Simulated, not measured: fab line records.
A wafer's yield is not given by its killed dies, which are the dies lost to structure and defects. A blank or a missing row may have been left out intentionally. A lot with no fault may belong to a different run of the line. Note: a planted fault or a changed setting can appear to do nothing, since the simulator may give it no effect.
The tool behind it: which one? | flow sky130 | 24 lots, 72 wafers sampled, at 3 steps of a route of 708

## WHAT EACH GAUGE READ, for each wafer
SKY_METAL2_RS_MEAS_05: uses a four-point probe to measure.
lot  | measured     | on            | METAL2_ALCU_RS (ohm/sq)
L074 | day 33 23:16 | film_metro-04 | 0.1294 0.1295 0.1305
L075 | day 34 08:59 | film_metro-01 | 0.1278 0.1280 0.1282
L076 | day 34 17:58 | film_metro-01 | 0.1294 0.1288 0.1302
L077 | day 35 08:11 | film_metro-03 | 0.1288 0.1288 0.1294
L078 | day 35 09:07 | film_metro-04 | 0.1280 0.1287 0.1271
L079 | day 35 18:44 | film_metro-03 | 0.1272 0.1274 0.1276
L080 | day 36 08:14 | film_metro-01 | 0.1268 0.1270 0.1266
L081 | day 36 13:01 | film_metro-01 | 0.1276 0.1283 0.1271
L082 | day 37 09:54 | film_metro-04 | 0.1263 0.1247 0.1254
L084 | day 38 08:42 | film_metro-03 | 0.1265 0.1268 0.1268
L083 | day 38 09:39 | film_metro-01 | 0.1255 0.1257 0.1254
L085 | day 38 12:32 | film_metro-01 | 0.1259 0.1271 0.1267
L087 | day 38 12:46 | film_metro-03 | 0.1286 0.1263 0.1275
L086 | day 38 15:17 | film_metro-04 | 0.1299 0.1286 0.1277
L088 | day 38 17:11 | film_metro-03 | 0.1260 0.1259 0.1261
L089 | day 38 23:34 | film_metro-03 | 0.1259 0.1262 0.1264
L090 | day 39 06:24 | film_metro-03 | 0.1242 0.1249 0.1247
L092 | day 39 15:30 | film_metro-04 | 0.1254 0.1263 0.1251
L091 | day 39 17:26 | film_metro-03 | 0.1262 0.1272 0.1251
L093 | day 39 23:25 | film_metro-01 | 0.1267 0.1285 0.1275
L094 | day 40 04:37 | film_metro-03 | 0.1263 0.1275 0.1270
L095 | day 40 15:35 | film_metro-04 | 0.1247 0.1268 0.1258
L096 | day 40 22:01 | film_metro-04 | 0.1263 0.1271 0.1279
L097 | day 41 17:43 | film_metro-03 | 0.1270 0.1265 0.1269

SKY_VIA3_CD_MEAS_12 targets a cd of 200 nm.
lot  | measured     | on        | cd_nm (nm)
L074 | day 39 14:19 | cd_sem-01 | 198.2 197.6 198.6
L075 | day 39 23:13 | cd_sem-01 | 199.1 198.3 197.2
L076 | day 40 06:00 | cd_sem-02 | 201.0 202.5 203.1
L077 | day 40 21:05 | cd_sem-02 | 200.1 200.9 199.3
L078 | day 40 21:25 | cd_sem-01 | 199.6 200.5 198.8
L079 | day 41 06:28 | cd_sem-01 | 200.1 199.6 199.8
L080 | day 41 19:41 | cd_sem-01 | 201.1 200.6 201.2
L081 | day 42 00:42 | cd_sem-01 | 201.5 202.5 200.7
L082 | day 42 16:23 | cd_sem-01 | 198.6 199.3 199.8
L084 | day 43 15:11 | cd_sem-02 | 199.0 199.0 198.6
L083 | day 43 15:40 | cd_sem-01 | 202.4 204.6 202.0
L085 | day 43 18:50 | cd_sem-01 | 198.2 198.2 197.2
L087 | day 43 19:07 | cd_sem-02 | 197.8 198.3 200.2
L086 | day 43 21:41 | cd_sem-02 | 202.4 201.0 199.6
L088 | day 43 22:59 | cd_sem-02 | 198.5 198.5 199.1
L089 | day 44 05:44 | cd_sem-02 | 200.1 199.5 200.0
L090 | day 44 10:49 | cd_sem-02 | 201.5 201.5 202.5
L092 | day 44 18:14 | cd_sem-01 | 199.5 198.0 199.8
L091 | day 44 22:01 | cd_sem-02 | 199.0 200.1 200.3
L093 | day 45 02:19 | cd_sem-01 | 200.6 200.8 200.9
L094 | day 45 06:23 | cd_sem-01 | 202.6 203.5 202.0
L095 | day 45 14:22 | cd_sem-01 | 197.7 197.9 197.2
L096 | day 45 22:07 | cd_sem-01 | 199.4 201.5 199.7
L097 | day 46 14:14 | cd_sem-01 | 201.2 202.3 202.2

## WHICH TOOL RAN EACH LOT (tool, then ch and the chambers of the sampled wafers, then the start)
lot  | SKY_VIA2_ETCH_14
L074 | rie_diel-03 ch 2,3, day 36 05:25
L075 | rie_diel-04 ch 0,2, day 36 15:13
L076 | rie_diel-04 ch 1,2,3, day 36 23:20
L077 | rie_diel-01 ch 0,1,3, day 37 14:43
L078 | rie_diel-04 ch 0,2,3, day 37 14:49
L079 | rie_diel-03 ch 0,2,3, day 37 23:58
L080 | rie_diel-04 ch 1,3, day 38 13:52
L081 | rie_diel-01 ch 0,3, day 38 18:16
L082 | rie_diel-04 ch 1,2,3, day 39 13:22
L084 | rie_diel-03 ch 0,1,3, day 40 12:37
L083 | rie_diel-04 ch 0,1, day 40 13:25
L085 | rie_diel-03 ch 0,1,2, day 40 16:07
L087 | rie_diel-01 ch 0,2,3, day 40 16:23
L086 | rie_diel-01 ch 2,3, day 40 19:04
L088 | rie_diel-01 ch 1,2,3, day 40 20:04
L089 | rie_diel-03 ch 2,3, day 41 01:50
L090 | rie_diel-04 ch 2,3, day 41 08:56
L092 | rie_diel-04 ch 1,2,3, day 41 17:52
L091 | rie_diel-04 ch 1,2,3, day 41 20:04
L093 | rie_diel-01 ch 0,2,3, day 42 02:08
L094 | rie_diel-04 ch 1,3, day 42 06:01
L095 | rie_diel-01 ch 0,3, day 42 15:55
L096 | rie_diel-04 ch 1,2,3, day 42 22:55
L097 | rie_diel-01 ch 1,2,3, day 43 18:41
- SKY_VIA2_ETCH_14: etches BARC in N2/H2, stops on SiO2, time 45.9 s, target depth 60 nm.

## WHAT THE TOOLS THEMSELVES READ (means of the sampled wafers that have a number; where no wafer has one, the mark that the record gives instead)
SKY_VIA2_ETCH_14.
lot  | tool        | drypump_motor_current_A (A) | oes_product_au (a.u.) | throttle_valve_pct (%)
L074 | rie_diel-03 | 6.12                        | 0.850                 | 13.226
L075 | rie_diel-04 | 5.71                        | 0.847                 | 13.221
L076 | rie_diel-04 | 5.77                        | 0.857                 | 13.219
L077 | rie_diel-01 | 5.86                        | 0.851                 | 13.223
L078 | rie_diel-04 | 5.83                        | 0.857                 | 13.217
L079 | rie_diel-03 | 5.97                        | 0.850                 | 13.227
L080 | rie_diel-04 | 5.69                        | 0.858                 | 13.228
L081 | rie_diel-01 | 6.09                        | 0.855                 | 13.233
L082 | rie_diel-04 | 5.79                        | 0.855                 | 13.235
L084 | rie_diel-03 | 5.90                        | 0.855                 | 13.236
L083 | rie_diel-04 | 5.56                        | 0.857                 | 13.229
L085 | rie_diel-03 | 5.68                        | 0.855                 | 13.226
L087 | rie_diel-01 | 5.93                        | 0.849                 | 13.219
L086 | rie_diel-01 | 5.79                        | 0.848                 | 13.223
L088 | rie_diel-01 | 5.71                        | 0.854                 | 13.217
L089 | rie_diel-03 | 5.90                        | 0.861                 | 13.225
L090 | rie_diel-04 | 5.94                        | 0.854                 | 13.231
L092 | rie_diel-04 | 5.77                        | 0.857                 | 13.220
L091 | rie_diel-04 | 5.79                        | 0.857                 | 13.232
L093 | rie_diel-01 | 5.94                        | 0.860                 | 13.212
L094 | rie_diel-04 | 5.83                        | 0.855                 | 13.230
L095 | rie_diel-01 | 6.10                        | 0.855                 | 13.224
L096 | rie_diel-04 | 5.76                        | 0.853                 | 13.217
L097 | rie_diel-01 | 5.72                        | 0.854                 | 13.228

## THE ANSWER, worked out from the rows above alone
Rule: what is usual is taken from the lots themselves. Put in order of their means at a reading, lots are off if they are a third of the lots or fewer, leave a main group of 4 or more, and stand apart from it by a gap of 3 or more times the standard deviation of the main group's means; of several such gaps the widest counts. A main group whose means are all the same, to the digits that the tables above print for the reading, isn't used. Also off: a lot with no number at a reading for which 4 or more lots have one. Where the step has rows for the other lots, those lots are counted as sound. Order of review: gauges by route order, followed by the tools' own readings, for which a lot's mean as printed above is used. At the first step where some lot is off, the reading lying furthest off is the one used; lots without a number count as furthest.
No lot is off at any reading shown: from this, nothing can be told.

## WHAT THE SIMULATOR HAD PUT IN
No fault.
